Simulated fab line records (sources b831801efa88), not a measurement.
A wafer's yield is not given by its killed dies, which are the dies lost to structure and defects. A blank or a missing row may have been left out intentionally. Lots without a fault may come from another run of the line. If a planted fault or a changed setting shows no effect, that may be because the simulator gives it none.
Matching of chambers + flow sky130 + SKY_PASSIVATION_ETCH_11 on rie-diel-03 has 4 sister chambers
The step etches the open film in CF4/O2, stops on AlCu, target depth 725 nm, time 161.1 s. 14 wafers are shown with their chamber, then 7 later ones without.

WAFERS, EACH WITH ITS CHAMBER
| wafer  | chamber | throttle-valve-pct (%) | oes-product-au (a.u.) | rf-fwd-power-W (W) |
|--------|---------|------------------------|-----------------------|--------------------|
| L217.2 | 1       | 5.974                  | 0.978                 | 792.7              |
| L217.4 | 3       | 5.960                  | 0.984                 | 796.8              |
| L217.6 | 3       | 5.969                  | 0.994                 | 797.6              |
| L218.1 | 1       | 5.951                  | 0.980                 | 798.3              |
| L218.2 | 0       | 5.962                  | 0.975                 | 795.3              |
| L218.6 | 0       | 5.961                  | 0.980                 | 796.5              |
| L220.2 | 2       | 5.964                  | 0.979                 | 797.4              |
| L220.4 | 1       | 5.963                  | 0.974                 | 799.9              |
| L220.5 | 3       | 5.969                  | 0.989                 | 796.6              |
| L222.2 | 2       | 5.976                  | 0.985                 | 797.6              |
| L222.3 | 3       | 5.957                  | 0.966                 | 798.8              |
| L222.4 | 1       | 5.959                  | 0.978                 | 797.1              |
| L227.1 | 0       | 5.948                  | 0.972                 | 797.9              |
| L227.3 | 3       | 5.949                  | 0.959                 | 794.4              |

SIGNATURES (averages over the wafers above)
| reading            | chamber 0 | chamber 1 | chamber 2 | chamber 3 | scatter within a chamber |
|--------------------|-----------|-----------|-----------|-----------|--------------------------|
| throttle-valve-pct | 5.95700   | 5.96175   | 5.97000   | 5.96080   | 0.0087                   |
| oes-product-au     | 0.97567   | 0.97750   | 0.98200   | 0.97840   | 0.00993                  |
| rf-fwd-power-W     | 796.567   | 797.000   | 797.500   | 796.840   | 2.06                     |
Rule: a wafer lies at a distance from a chamber equal to the root of the sum of squares, over the readings, of (its reading less the chamber's mean, divided by the reading's scatter). If the next closest chamber is less than 2 further off than the closest, the wafer can't be placed; otherwise it belongs to the closest. The scatter: take each reading less its chamber's mean, square it, sum over the shown wafers, divide by the number of wafers less the number of chambers, and take the root.

WAFERS WITH NO CHAMBER GIVEN
| wafer  | throttle-valve-pct (%) | oes-product-au (a.u.) | rf-fwd-power-W (W) |
|--------|------------------------|-----------------------|--------------------|
| L227.4 | 5.969                  | 0.974                 | 794.6              |
| L230.2 | 5.974                  | 0.981                 | 793.6              |
| L230.4 | 5.965                  | 0.986                 | 795.1              |
| L230.5 | 5.950                  | 0.986                 | 799.0              |
| L233.2 | 5.956                  | 0.979                 | 793.7              |
| L233.3 | 5.967                  | 0.972                 | 795.7              |
| L233.5 | 5.965                  | 0.974                 | 795.8              |

EACH ONE'S CHAMBER
| wafer  | from the rows above               | in truth |
|--------|-----------------------------------|----------|
| L227.4 | can't be placed: 1 or 3 or 2 or 0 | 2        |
| L230.2 | can't be placed: 2 or 1 or 3 or 0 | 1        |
| L230.4 | can't be placed: 3 or 1 or 2 or 0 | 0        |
| L230.5 | can't be placed: 0 or 3 or 1 or 2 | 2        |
| L233.2 | can't be placed: 0 or 3 or 1 or 2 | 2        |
| L233.3 | can't be placed: 1 or 3 or 0 or 2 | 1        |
| L233.5 | can't be placed: 1 or 3 or 0 or 2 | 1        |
Placed correctly: 0 of 7. From these rows, 7 cannot be placed; in 7 the true chamber is one of the candidates. Placed wrongly: 0.
